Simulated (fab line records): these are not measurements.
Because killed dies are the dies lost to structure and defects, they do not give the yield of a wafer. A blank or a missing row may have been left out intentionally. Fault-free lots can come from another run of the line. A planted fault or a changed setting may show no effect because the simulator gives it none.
fab line records + flow sky130 + part 2 of 2: steps 43 to 43 of 43
[record]
- lots = 6
- wafers = 18
- last-day = 50
route steps=708 shown VIA2@527 METAL3@532 CAPM@537 PAD_OPEN@708
lots that met no fault: from a run of the same line without faults
start-h: hours from the record's first day to the start of the lot's first wafer shown + wait-h: time in hours since the lot's previous step + " as in the row above + L1.1+2: a single row standing in for several wafers + - no value present, or no start provided + * or withheld: withheld + < > ~ a bound
route shown NAME@n: NAME is a module with steps in the file, n the number in the route of the first one + usual: mean/standard deviation taken from wafers without a fault + same: alike in all rows + chamber/n: place in a boat + sites: each site's reading + _std_site: how widely they spread, as a standard deviation + _edge_site: the outer-site mean with the inner-site mean subtracted + radius-mm: how far each site lies from the wafer's centre + mask NAME#n: copy n + behind: the last tool/chamber to shape the wafer + hold: the reason the lot was held/the length of the hold in hours/how it ended + device: the transistor (n, p or np) that didn't switch + end of line: tests of these same wafers at the route's end + a step with no rows: only its recipe + killed: dies that structure and defects cost at the first sort, which is not the same as the wafer's yield + map: dies across one wafer; x = killed, . = not, _ = none there
set.NAME: the setting as run; set.NAME@STEP: as run at that earlier step + model.NAME: the simulator's own value behind a step, which no gauge read
lots at some steps of the route; a table a step, a row a wafer
services: when a tool's chamber went out of use (start-h, in hours from the record's first day, below 0 if earlier), for how many hours, and the reason
[[steps]]
[step SKY_PAD_OPEN_PROBE_99]
[usual]
- defect-limited-yield = 82.5/2.1
- killed_at_M0_to_M3 = 43/6.8
- killed_at_M4_up = 3.2/1.7
- killed-at-contacts = 24/5.6
- killed-at-front-end = 15/4.7
- killed-at-other = 0.3/0.59
- killed-dies = 86/10
- killed-on-rim = 16/4
- killed-open = 47/6.8
- killed-short = 39/6.4
- sort_bin_3_pad_short = 0.9/0.42
- sort_bin_5_function = 10.5/1.6
- sort_bin_6_memory = 6.2/1.1
- sort-n-pass = 406/10
- sort-yield-pct = 82.5/2.1
[same]
- gross-dies = 492
- killed-at-back-side = 0
- sort_bin_4_leakage[%] = 0
- sort_bin_8_speed[%] = 0
| lot.wafer | tool      | chamber | start-h | wait-h | defect-limited-yield[%] | killed_at_M0_to_M3 | killed_at_M4_up | killed-at-contacts | killed-at-front-end | killed-at-other | killed-dies | killed-on-rim | killed-open | killed-short | sort_bin_3_pad_short[%] | sort_bin_5_function[%] | sort_bin_6_memory[%] | sort-n-pass | sort-yield-pct[%] | model.etest.tester.sort-n-pass | model.etest.tester.sort-yield-pct | model.etest.tester.sort_bin_5_pct | model.etest.tester.sort_bin_3_pct |
|-----------|-----------|---------|---------|--------|-------------------------|--------------------|-----------------|--------------------|---------------------|-----------------|-------------|---------------|-------------|--------------|-------------------------|------------------------|----------------------|-------------|-------------------|--------------------------------|-----------------------------------|-----------------------------------|-----------------------------------|
| L325.1    | prober-02 | -       | 1068.12 | 0.1    | 82.3                    | 52                 | 3               | 24                 | 8                   | 0               | 87          | 16            | 44          | 42           | 1.2                     | 10.2                   | 6.3                  | 405         | 82.3              | 405                            | 82.32                             | 10.16                             | 1.22                              |
| L325.4    | prober-02 | -       | 1068.27 | 0.2    | 83.1                    | 41                 | 4               | 26                 | 12                  | 0               | 83          | 13            | 46          | 37           | 1.2                     | 10.0                   | 5.7                  | 409         | 83.1              | 409                            | 83.13                             | 9.959                             | 1.22                              |
| L325.6    | prober-02 | -       | 1068.37 | 0.2    | 80.3                    | 51                 | 5               | 27                 | 13                  | 1               | 97          | 20            | 51          | 45           | 1.0                     | 12.6                   | 6.1                  | 395         | 80.3              | 395                            | 80.28                             | 12.6                              | 1.016                             |
| L331.1    | prober-02 | -       | 1107.27 | 0.1    | 84.1                    | 35                 | 4               | 27                 | 11                  | 1               | 78          | 13            | 41          | 36           | 0.6                     | 10.8                   | 4.5                  | 414         | 84.1              | 414                            | 84.15                             | 10.77                             | 0.6098                            |
| L331.3    | prober-02 | -       | 1107.37 | 0.2    | 83.1                    | 45                 | 3               | 18                 | 15                  | 2               | 83          | 17            | 48          | 34           | 0.4                     | 10.0                   | 6.5                  | 409         | 83.1              | 409                            | 83.13                             | 9.959                             | 0.4065                            |
| L331.5    | prober-02 | -       | 1107.47 | 0.2    | 83.9                    | 42                 | 2               | 19                 | 16                  | 0               | 79          | 20            | 41          | 38           | 0.2                     | 9.3                    | 6.5                  | 413         | 83.9              | 413                            | 83.94                             | 9.35                              | 0.2033                            |
| L334.1    | prober-01 | -       | 1125.50 | 0.1    | 73.6                    | 55                 | 2               | 25                 | 4                   | 44              | 130         | 22            | 43          | 43           | 2.6                     | 16.3                   | 7.5                  | 362         | 73.6              | 362                            | 73.58                             | 16.26                             | 2.642                             |
| L334.2    | prober-01 | -       | 1125.55 | 0.1    | 75.2                    | 47                 | 3               | 22                 | 16                  | 34              | 122         | 28            | 49          | 38           | 2.6                     | 15.2                   | 6.9                  | 370         | 75.2              | 370                            | 75.2                              | 15.24                             | 2.642                             |
| L334.5    | prober-01 | -       | 1125.70 | 0.2    | 74.6                    | 45                 | 3               | 20                 | 8                   | 49              | 125         | 10            | 44          | 32           | 2.4                     | 14.4                   | 8.5                  | 367         | 74.6              | 367                            | 74.59                             | 14.43                             | 2.439                             |
| L337.3    | prober-02 | -       | 1145.41 | 0.2    | 78.7                    | 37                 | 0               | 27                 | 9                   | 32              | 105         | 23            | 40          | 33           | 2.4                     | 14.2                   | 4.7                  | 387         | 78.7              | 387                            | 78.66                             | 14.23                             | 2.439                             |
| L337.4    | prober-02 | -       | 1145.46 | 0.2    | 74.4                    | 47                 | 1               | 21                 | 10                  | 47              | 126         | 14            | 47          | 32           | 2.0                     | 16.5                   | 7.1                  | 366         | 74.4              | 366                            | 74.39                             | 16.46                             | 2.033                             |
| L337.5    | prober-02 | -       | 1145.51 | 0.2    | 75.6                    | 43                 | 4               | 16                 | 12                  | 45              | 120         | 11            | 36          | 39           | 3.7                     | 14.0                   | 6.7                  | 372         | 75.6              | 372                            | 75.61                             | 14.02                             | 3.659                             |
| L347.2    | prober-01 | -       | 1204.65 | 0.1    | 82.5                    | 39                 | 8               | 28                 | 11                  | 0               | 86          | 14            | 46          | 40           | 1.2                     | 10.8                   | 5.5                  | 406         | 82.5              | 406                            | 82.52                             | 10.77                             | 1.22                              |
| L347.3    | prober-01 | -       | 1204.70 | 0.2    | 83.3                    | 44                 | 4               | 24                 | 10                  | 0               | 82          | 15            | 49          | 32           | 0.6                     | 9.8                    | 6.3                  | 410         | 83.3              | 410                            | 83.33                             | 9.756                             | 0.6098                            |
| L347.6    | prober-01 | -       | 1204.85 | 0.2    | 83.7                    | 34                 | 3               | 25                 | 18                  | 0               | 80          | 17            | 37          | 42           | 1.2                     | 9.8                    | 5.3                  | 412         | 83.7              | 412                            | 83.74                             | 9.756                             | 1.22                              |
| L346.2    | prober-02 | -       | 1206.16 | 0.1    | 83.9                    | 43                 | 3               | 23                 | 10                  | 0               | 79          | 14            | 38          | 41           | 0.6                     | 9.6                    | 5.9                  | 413         | 83.9              | 413                            | 83.94                             | 9.553                             | 0.6098                            |
| L346.3    | prober-02 | -       | 1206.21 | 0.2    | 79.1                    | 48                 | 2               | 30                 | 22                  | 1               | 103         | 20            | 57          | 46           | 1.6                     | 13.2                   | 6.1                  | 389         | 79.1              | 389                            | 79.06                             | 13.21                             | 1.626                             |
| L346.4    | prober-02 | -       | 1206.26 | 0.2    | 84.1                    | 39                 | 1               | 28                 | 9                   | 1               | 78          | 11            | 53          | 25           | 0.8                     | 10.0                   | 5.1                  | 414         | 84.1              | 414                            | 84.15                             | 9.959                             | 0.813                             |
// killed by level:class
L325.1 VIA1:geometric-particle:open=16 METAL2:geometric-particle:short=8 CONTACT:geometric-particle:open=6 VIA1:geometric-particle:short=6 VIA2:geometric-particle:open=5 LI_CONTACT:geometric-particle:open=5 LOCAL_INTERCONNECT:geometric-particle:short=5 CONTACT:geometric-particle:short=5
L325.4 VIA1:geometric-particle:open=11 CONTACT:geometric-particle:open=10 VIA2:geometric-particle:open=10 LI_CONTACT:geometric-particle:open=8 VIA1:geometric-particle:short=6 METAL1:geometric-particle:short=5 LI_CONTACT:geometric-particle:short=4 CONTACT:geometric-particle:short=4
L325.6 CONTACT:geometric-particle:open=11 VIA1:geometric-particle:open=11 VIA1:geometric-particle:short=8 LOCAL_INTERCONNECT:geometric-particle:short=6 VIA2:geometric-particle:short=6 VIA2:geometric-particle:open=6 VIA3:geometric-particle:open=5 METAL2:geometric-particle:short=5
L331.1 CONTACT:geometric-particle:open=11 LI_CONTACT:geometric-particle:open=8 VIA1:geometric-particle:short=6 METAL1:geometric-particle:short=5 VIA1:geometric-particle:open=5 FIELD_ISO:geometric-particle:short=4 VIA2:geometric-particle:open=4 METAL3:geometric-particle:short=4
L331.3 VIA3:geometric-particle:open=7 VIA1:geometric-particle:open=7 LI_CONTACT:geometric-particle:open=6 VIA2:geometric-particle:open=6 CONTACT:geometric-particle:open=6 METAL2:geometric-particle:short=6 VIA1:geometric-particle:short=5 FIELD_ISO:geometric-particle:open=4
L331.5 CONTACT:geometric-particle:open=10 VIA1:geometric-particle:open=8 METAL2:geometric-particle:short=8 LI_CONTACT:geometric-particle:open=6 VIA3:geometric-particle:open=6 VIA1:geometric-particle:short=5 POLY_GATE:geometric-particle:short=4 METAL3:geometric-particle:short=4
L334.1 CAPM:unspecified=44 VIA1:geometric-particle:open=13 METAL1:geometric-particle:short=10 LOCAL_INTERCONNECT:geometric-particle:short=9 VIA2:geometric-particle:open=8 CONTACT:geometric-particle:short=6 VIA3:geometric-particle:open=6 CONTACT:geometric-particle:open=5
L334.2 CAPM:unspecified=34 VIA3:geometric-particle:open=11 VIA1:geometric-particle:open=8 VIA1:geometric-particle:short=7 VIA2:geometric-particle:open=7 LI_CONTACT:geometric-particle:open=6 LOCAL_INTERCONNECT:geometric-particle:short=6 CONTACT:geometric-particle:open=5
L334.5 CAPM:unspecified=48 VIA1:geometric-particle:open=10 VIA2:geometric-particle:open=8 VIA3:geometric-particle:open=8 VIA1:geometric-particle:short=7 LI_CONTACT:geometric-particle:open=5 CONTACT:geometric-particle:open=5 LI_CONTACT:geometric-particle:short=4
L337.3 CAPM:unspecified=32 CONTACT:geometric-particle:open=11 VIA1:geometric-particle:open=8 CONTACT:geometric-particle:short=7 VIA3:geometric-particle:open=7 LI_CONTACT:geometric-particle:open=5 METAL1:geometric-particle:short=4 VIA2:geometric-particle:open=4
L337.4 CAPM:unspecified=47 VIA1:geometric-particle:open=12 CONTACT:geometric-particle:open=8 VIA2:geometric-particle:open=8 VIA1:geometric-particle:short=6 VIA3:geometric-particle:open=6 VIA3:geometric-particle:short=5 FIELD_ISO:geometric-particle:short=4
L337.5 CAPM:unspecified=45 VIA2:geometric-particle:open=8 VIA3:geometric-particle:open=7 VIA3:geometric-particle:short=6 FIELD_ISO:geometric-particle:short=5 CONTACT:geometric-particle:short=5 METAL1:geometric-particle:short=5 VIA1:geometric-particle:open=5
L347.2 CONTACT:geometric-particle:open=12 LI_CONTACT:geometric-particle:open=8 VIA1:geometric-particle:open=7 VIA3:geometric-particle:open=6 POLY_GATE:geometric-particle:open=5 METAL1:geometric-particle:short=5 METAL4:geometric-particle:short=5 CONTACT:geometric-particle:short=4
L347.3 VIA1:geometric-particle:open=12 LI_CONTACT:geometric-particle:open=8 CONTACT:geometric-particle:open=7 METAL2:geometric-particle:short=7 LOCAL_INTERCONNECT:geometric-particle:short=5 VIA3:geometric-particle:open=5 FIELD_ISO:geometric-particle:open=4 VIA2:geometric-particle:open=4
L347.6 METAL1:geometric-particle:short=9 LI_CONTACT:geometric-particle:open=8 VIA3:geometric-particle:open=7 FIELD_ISO:geometric-particle:short=5 POLY_GATE:geometric-particle:short=5 CONTACT:geometric-particle:open=5 VIA1:geometric-particle:open=5 LOCAL_INTERCONNECT:geometric-particle:short=4
L346.2 LI_CONTACT:geometric-particle:open=8 CONTACT:geometric-particle:open=8 CONTACT:geometric-particle:short=7 VIA2:geometric-particle:open=7 METAL2:geometric-particle:short=6 VIA3:geometric-particle:short=6 VIA3:geometric-particle:open=6 METAL1:geometric-particle:short=5
L346.3 VIA3:geometric-particle:open=10 VIA2:geometric-particle:open=9 LI_CONTACT:geometric-particle:open=9 VIA1:geometric-particle:open=8 LI_CONTACT:geometric-particle:short=7 POLY_GATE:geometric-particle:open=6 CONTACT:geometric-particle:short=6 CONTACT:geometric-particle:open=5
L346.4 CONTACT:geometric-particle:open=16 VIA1:geometric-particle:open=9 VIA2:geometric-particle:open=7 VIA3:geometric-particle:open=7 LI_CONTACT:geometric-particle:open=6 CONTACT:geometric-particle:short=5 METAL2:geometric-particle:short=4 VIA1:geometric-particle:short=3
// map L334.1 (x killed, . not)
__________....x....._________
________..x..........._______
______.....x..x.xx.....x_____
_____.xx.................____
____....x.....x...x.......___
___xx..xx.xxx..............__
__..xx.............x........_
_x..x.x......x...........x...
_.......x.x..xx..x....x.x....
_x....x.......x.....xx.x.xx..
_x..x....xxxx....x.....x.....
_x...x...x.xxxx.xx...........
_...x...x.xxxxxxx..x.........
_x......xxxxxxxx.x..x..xx..x.
_..xx...xxxxxxxxx......x....x
__...x....xxxxxx............_
___..x....xxxxxxx....x...x.__
____......x.x...........xx___
_____..........x.xx...x..____
______x.x......x......x._____
________..x...x......._______
__________x....x.x.._________
// map L337.4 (x killed, . not)
__________..x......._________
________.......x......_______
______...x............x._____
_____.xx.x...xx.....xx.x.____
____.x........x....x......___
___....x...x...xx.x.xx.x..x__
__......x.....x.x..x....x..._
_xx...x....x..x.x.......x....
_.xx..x...x...xx..x..........
_x.x...x.......xx...x.....x..
_...........xxxxxxxx....x....
_........x.x.xxxxxxxx..x.....
_.....x.x...xxxxxxxxxxx......
_....x.....x.xxxxxxx.........
_...x....x.xxxxxxx..x........
__......x..x...xx.x........._
___........x..x.x.....xx...__
____........x..x...x......___
_____....x..x............____
______........xx......xx_____
________.......x..x..x_______
__________..xx......_________
[[services]]
| tool            | chamber | start-h | hours | kind                   |
|-----------------|---------|---------|-------|------------------------|
| cmp-01          | -       | 819.24  | 15.2  | pm                     |
| plasma-asher-04 | -       | 840.38  | 3.2   | repair                 |
| pvd-sputter-02  | 2       | 847.13  | -     | consumable-replace:kit |
| cmp-01          | -       | 903.06  | 1.9   | repair                 |
| cmp-02          | -       | 909.36  | 3.7   | repair                 |
| cmp-01          | -       | 918.48  | 4.0   | pm                     |
| rie-metal-01    | -       | 921.33  | 2.8   | pm                     |
| rie-metal-01    | 0       | 934.17  | 15.7  | repair                 |
| cmp-02          | -       | 944.08  | 5.3   | pm                     |
| cmp-01          | -       | 951.34  | 1.1   | repair                 |
| cmp-01          | -       | 951.41  | 1.3   | repair                 |
| rie-metal-02    | -       | 960.59  | 2.8   | pm                     |
| pvd-sputter-02  | -       | 961.41  | 1.0   | repair                 |
| rie-metal-03    | -       | 974.99  | 3.4   | repair                 |
| pvd-sputter-04  | -       | 1003.23 | 9.5   | repair                 |
| plasma-asher-04 | -       | 1007.02 | 12.2  | pm                     |
| cmp-02          | -       | 1012.77 | 1.6   | repair                 |
| pvd-sputter-04  | -       | 1027.26 | 2.3   | repair                 |
| pvd-sputter-04  | -       | 1042.01 | 5.0   | repair                 |
| pvd-sputter-03  | 0       | 1042.15 | -     | consumable-replace:kit |
| pvd-sputter-03  | 0       | 1042.15 | 18.0  | scheduled-down         |
| pvd-sputter-03  | 0       | 1042.15 | 18.0  | vent-cycle             |
| cmp-02          | -       | 1042.36 | 1.5   | repair                 |
| pvd-sputter-03  | -       | 1059.42 | 3.0   | repair                 |
[[key]]
[first-sign]
- step = SKY_PAD_OPEN_PROBE_99
- reading = killed-at-other
- direction = up
- sigmas = 42
- usual = 0.3
- struck = 41.8
[effect]
- step = SKY_PAD_OPEN_PROBE_99
- reading = sort_bin_3_pad_short
- direction = up
- sigmas = 4.2
- usual = 0.9
- struck = 2.6
[model-effect]
- step = SKY_PAD_OPEN_PROBE_99
- value = etest.tester.sort-n-pass
- without = 407
- struck = 370.7
met-at SKY_CAPM_SPUTTER_02
struck-wafers L334.1,L334.2,L334.5,L337.3,L337.4,L337.5
onset-between 842.04 913.65
[fault]
- kind = chamber-particle-source
- tool = pvd-sputter-01
- chamber = -
- onset-h = 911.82
- steps = SKY_CAPM_SPUTTER_02
- rate-per-visit-cm2 = 0.67497
- end-h = 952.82
